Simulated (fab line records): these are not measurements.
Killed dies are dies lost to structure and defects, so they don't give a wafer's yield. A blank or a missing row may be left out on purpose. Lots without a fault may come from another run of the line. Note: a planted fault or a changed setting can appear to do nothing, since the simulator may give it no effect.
Which tool did it?    flow sky130    24 lots with 72 wafers sampled at 3 steps, on a route of 708 steps

WHAT EACH GAUGE READ, for each wafer
SKY_POLY_GATE_THK_MEAS_04.
lot   measured      on             POLY_GATE_CVD_03_THK (nm)
L074  day 14 23:14  film-metro-03  74.4 75.1 74.7
L075  day 15 11:50  film-metro-02  73.8 73.6 73.9
L076  day 17 07:05  film-metro-03  76.1 74.9 75.9
L077  day 17 07:08  film-metro-03  74.5 73.9 74.2
L078  day 17 07:12  film-metro-03  74.1 73.7 74.4
L080  day 17 16:50  film-metro-03  75.0 74.4 75.1
L079  day 17 16:50  film-metro-04  72.8 73.1 72.3
L082  day 17 21:11  film-metro-02  74.3 73.5 74.2
L081  day 17 21:11  film-metro-04  74.8 74.7 74.2
L084  day 18 09:52  film-metro-03  74.1 73.4 73.9
L083  day 18 16:50  film-metro-02  73.9 73.8 73.2
L085  day 18 23:50  film-metro-02  74.7 74.2 74.5
L086  day 19 05:13  film-metro-03  74.6 75.0 74.6
L087  day 19 16:40  film-metro-04  75.0 75.8 75.0
L088  day 19 21:52  film-metro-03  75.0 74.7 74.9
L089  day 20 07:24  film-metro-03  75.0 74.5 74.0
L090  day 20 20:22  film-metro-02  74.9 73.7 74.2
L091  day 21 03:37  film-metro-03  75.1 74.7 75.7
L092  day 21 14:02  film-metro-03  75.4 75.4 75.6
L093  day 22 00:44  film-metro-04  74.9 75.3 75.3
L094  day 22 06:07  film-metro-04  74.1 74.2 74.4
L095  day 22 10:46  film-metro-04  74.3 75.2 74.6
L096  day 23 02:23  film-metro-02  75.1 74.5 74.8
L097  day 23 06:23  film-metro-03  76.5 76.3 77.3

SKY_POLY_GATE_CD_MEAS_13: the cd target is 150 nm.
lot   measured      on         cd-nm (nm)
L074  day 16 01:10  cd-sem-02  147.6 147.5 149.3
L075  day 16 14:33  cd-sem-01  150.5 152.3 149.9
L076  day 18 12:03  cd-sem-01  150.7 151.0 150.9
L077  day 18 12:13  cd-sem-02  146.8 148.2 147.7
L078  day 18 12:41  cd-sem-01  148.9 149.1 149.7
L080  day 18 22:44  cd-sem-02  148.6 150.0 149.3
L079  day 18 22:25  cd-sem-01  149.6 149.4 150.0
L082  day 19 03:28  cd-sem-01  148.2 147.0 147.5
L081  day 19 04:46  cd-sem-01  149.1 149.0 148.7
L084  day 19 17:45  cd-sem-01  148.9 150.5 150.2
L083  day 20 00:11  cd-sem-02  152.2 149.6 150.7
L085  day 20 06:41  cd-sem-01  149.4 149.3 148.0
L086  day 20 11:51  cd-sem-02  148.9 149.1 150.7
L087  day 20 23:23  cd-sem-01  147.6 147.9 147.8
L088  day 21 03:33  cd-sem-02  151.7 152.5 151.7
L089  day 21 13:52  cd-sem-02  149.2 148.9 149.5
L090  day 22 03:28  cd-sem-02  147.3 146.6 147.7
L091  day 22 09:34  cd-sem-01  148.5 148.0 148.6
L092  day 22 20:34  cd-sem-01  151.5 151.3 150.4
L093  day 23 07:34  cd-sem-02  151.5 150.3 150.9
L094  day 23 12:10  cd-sem-01  149.9 149.7 149.1
L095  day 23 17:01  cd-sem-02  153.2 152.4 152.5
L096  day 24 07:32  cd-sem-01  149.6 150.9 149.0
L097  day 24 12:20  cd-sem-02  150.1 151.0 149.9

SKY_POLY_CUT_CD_MEAS_08: the cd target is 270 nm.
lot   measured      on         cd-nm (nm)
L074  day 23 21:35  cd-sem-02  271.8 269.6 271.4
L075  day 24 09:22  cd-sem-01  270.7 269.4 270.5
L076  day 26 06:02  cd-sem-01  270.4 271.8 271.7
L077  day 26 10:07  cd-sem-01  270.5 272.1 271.0
L078  day 26 10:02  cd-sem-02  269.4 270.0 270.3
L080  day 26 16:35  cd-sem-01  270.8 272.5 271.1
L079  day 26 18:19  cd-sem-01  270.5 271.1 270.0
L082  day 27 01:25  cd-sem-01  268.6 266.8 268.5
L081  day 27 01:43  cd-sem-01  269.9 269.6 269.7
L084  day 27 13:29  cd-sem-01  270.5 269.9 269.9
L083  day 27 17:32  cd-sem-01  269.6 269.9 270.3
L085  day 27 22:20  cd-sem-02  272.8 271.9 270.5
L086  day 28 03:55  cd-sem-01  271.8 270.1 271.1
L087  day 28 13:25  cd-sem-01  269.2 268.8 269.1
L088  day 28 17:07  cd-sem-02  268.5 268.3 268.4
L089  day 29 03:44  cd-sem-01  270.1 270.3 270.9
L090  day 29 14:40  cd-sem-01  268.9 268.4 269.0
L091  day 29 18:23  cd-sem-02  271.1 270.3 269.9
L092  day 30 08:28  cd-sem-02  269.8 269.2 270.2
L093  day 30 16:43  cd-sem-01  269.8 269.4 269.2
L094  day 30 19:50  cd-sem-01  267.2 268.6 268.0
L095  day 31 01:31  cd-sem-01  270.7 269.7 271.1
L096  day 31 15:56  cd-sem-02  270.6 269.8 270.4
L097  day 31 17:56  cd-sem-02  270.0 268.7 270.0

TOOL THAT RAN EACH LOT (tool first, then ch and the chambers of the sampled wafers, then the start)
No process step before these readings appears in the record.

AS READ BY THE TOOLS THEMSELVES (means over the sampled wafers that have a number; for cases with no such wafer, the mark the record gives instead)
The record holds no such reading with a usual standard deviation.

THE ANSWER, worked out from the rows above alone
Rule: what is usual is taken from the lots themselves. The widest of any qualifying gaps counts: lots, ordered by their means at a reading, are off when they make up no more than a third of the lots, leave a main group of 4 or more, and stand apart from it by 3 or more times the standard deviation of that group's means. A main group is skipped when, at the precision printed for the reading in the tables above, its means are all equal. A lot without any number at a reading at which 4 lots or more have one is off too. Where the step has rows for the other lots, those lots are counted as sound. After the gauges, taken in route order, come the tools' own readings; for these a lot's mean is taken, as printed above. At the first step where some lot is off, the reading lying furthest off is the one used; lots without a number count as furthest.
No lot is off on any of the readings shown, so nothing can be concluded from this.

WHAT THE SIMULATOR PUT IN
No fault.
